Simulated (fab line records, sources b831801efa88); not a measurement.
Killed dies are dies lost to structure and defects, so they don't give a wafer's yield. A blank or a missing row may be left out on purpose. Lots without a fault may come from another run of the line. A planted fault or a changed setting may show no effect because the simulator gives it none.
A struck lot beside a sound one | flow sky130 | 22 steps out of a route of 708
Sound: wafers L175.3, L175.4, L175.5. Struck: wafer L191.6. (L191.1, L191.4 of the same lot were not struck and are left out.) The cause comes at the end.
At each step with rows: each side's tool, then ch and its chambers, then its first start. Under that, the readings that differ: sound wafers | struck wafers | difference of the means | sigmas: that difference in standard deviations of wafers without a fault.
alike: readings whose means differ by less than 2 such deviations, and words and numbers that are the same on both sides. not compared: withheld readings, readings that some wafer has no value for, bounds like >300 that may hide the same value, and numbers for which the record gives no deviation and whose values overlap.
The two part at a step that has a row with sigmas, a row that says differs or no value, or rows on one side only. Numbers that don't overlap but have no deviation are shown without sigmas and don't part them. A reading that every wafer of one side lacks parts them only if that side has two wafers or more.

SKY_METAL3_ETCH_17: etches SiO2 in C4F8/O2/Ar, stops on TiN, time 3.9 s, target depth 15 nm.
  sound on rie_diel-04 ch 2,3, day 38 18:31; struck on rie_diel-03 ch 3, day 43 14:11
  alike: chamber_pressure_mTorr, oes_product_au
  not compared: rf_hours_counter_h
SKY_METAL3_METAL_ETCH_18: etches the open film in Cl2/BCl3, stops on SiO2, target depth 845 nm, time 183.1 s.
  sound on rie_metal-04 ch 0,1, day 38 18:35; struck on rie_metal-04 ch 1, day 43 14:13
  reading               | sound             | struck | difference | sigmas
  oes_product_au (a.u.) | 0.867 0.879 0.871 | 0.856  | -0.016     | -2
  alike: chamber_pressure_mTorr, drypump_motor_current_A, throttle_valve_pct
  not compared: rf_hours_counter_h
SKY_METAL3_STRIP_19: strips in O2/N2.
  sound on plasma_asher-02 ch 0,1, day 38 18:45; struck on plasma_asher-04 ch 1, day 43 14:23
  alike: chamber_pressure_mTorr, drypump_motor_current_A, oes_product_au, strip_time_to_endpoint_s
  not compared: rf_hours_counter_h
then, 4 steps without rows for these wafers: SKY_METAL3_STRIP_20 (strips in post etch residue remover, time 1200 s); SKY_METAL3_CLEAN_21 (cleans in IPA, time 180 s); SKY_METAL3_CLEAN_22 (cleans in O3/DIW); SKY_VIA3_HDPCVD_00 (deposits SiO2, target thk 1635 nm, time 272.5 s).
SKY_VIA3_THK_MEAS_01:
  sound on film_metro-04, day 38 19:29; struck on film_metro-02, day 43 15:14
  alike: VIA3_HDPCVD_THK
SKY_VIA3_CMP_02: polishes SiO2.
  sound on cmp-02 ch 0,1,2, day 38 19:43; struck on cmp-02 ch 3, day 43 15:18
  alike: edge_zone_pressure_frac, motor_current_A
SKY_VIA3_BOW_MEAS_03:
  sound on film_metro-02, day 38 19:58; struck on film_metro-04, day 43 15:36
  alike: VIA3_BOW
then, 2 steps without rows for these wafers: SKY_VIA3_DEHYDRATE_04 (time 60 s); SKY_VIA3_HMDS_05 (prime time 60 s).
SKY_VIA3_COAT_06: resist thk 60 nm.
  sound on litho_track-04 ch 0, day 39 07:28; struck on litho_track-04 ch 0, day 44 02:46
  alike: exhaust_pa
then, 5 steps without rows for these wafers: SKY_VIA3_COAT_07 (resist thk 450 nm); SKY_VIA3_SOFTBAKE_08 (time 90 s); SKY_VIA3_EXPOSE_09 (exposes mask VIM3, target cd 200 nm); SKY_VIA3_PEB_10; SKY_VIA3_DEVELOP_11 (develop time 60 s).
SKY_VIA3_CD_MEAS_12: target cd 200 nm.
  sound on cd_sem-01, day 39 20:38; struck on cd_sem-02, day 44 14:00
  reading    | sound             | struck | difference | sigmas
  cd_nm (nm) | 199.0 200.0 198.8 | 203.8  | +4.5       | +3
SKY_VIA3_OVL_MEAS_13:
  sound on overlay-02, day 39 20:44; struck on overlay-01, day 44 14:07
  alike: VIA3_OVL
SKY_VIA3_ETCH_14: etches BARC in N2/H2, stops on SiO2, time 45.9 s, target depth 60 nm.
  sound on rie_diel-03 ch 0,1,3, day 39 20:45; struck on rie_diel-03 ch 3, day 44 14:09
  reading                  | sound             | struck | difference | sigmas
  oes_product_au (a.u.)    | 0.855 0.853 0.853 | 0.865  | +0.011     | +2
  model.etch.depth_nm (nm) | 60.18 60.04 60.24 | 62.03  | +1.88      |
  alike: chamber_pressure_mTorr, drypump_motor_current_A, throttle_valve_pct
  not compared: rf_hours_counter_h
SKY_VIA3_ETCH_15: etches SiO2 in C4F8/O2/Ar, stops on TiN, target depth 507 nm, time 78 s.
  sound on rie_diel-03 ch 0,1,3, day 39 20:47; struck on rie_diel-03 ch 3, day 44 14:12
  alike: chamber_pressure_mTorr, oes_product_au
  not compared: rf_hours_counter_h

WHERE THEY PART
First at SKY_METAL3_METAL_ETCH_18; last, within this record, at SKY_VIA3_ETCH_14. Later steps at which nothing parts them and some readings are alike: SKY_VIA3_ETCH_15.

WHY: what the simulator had put in
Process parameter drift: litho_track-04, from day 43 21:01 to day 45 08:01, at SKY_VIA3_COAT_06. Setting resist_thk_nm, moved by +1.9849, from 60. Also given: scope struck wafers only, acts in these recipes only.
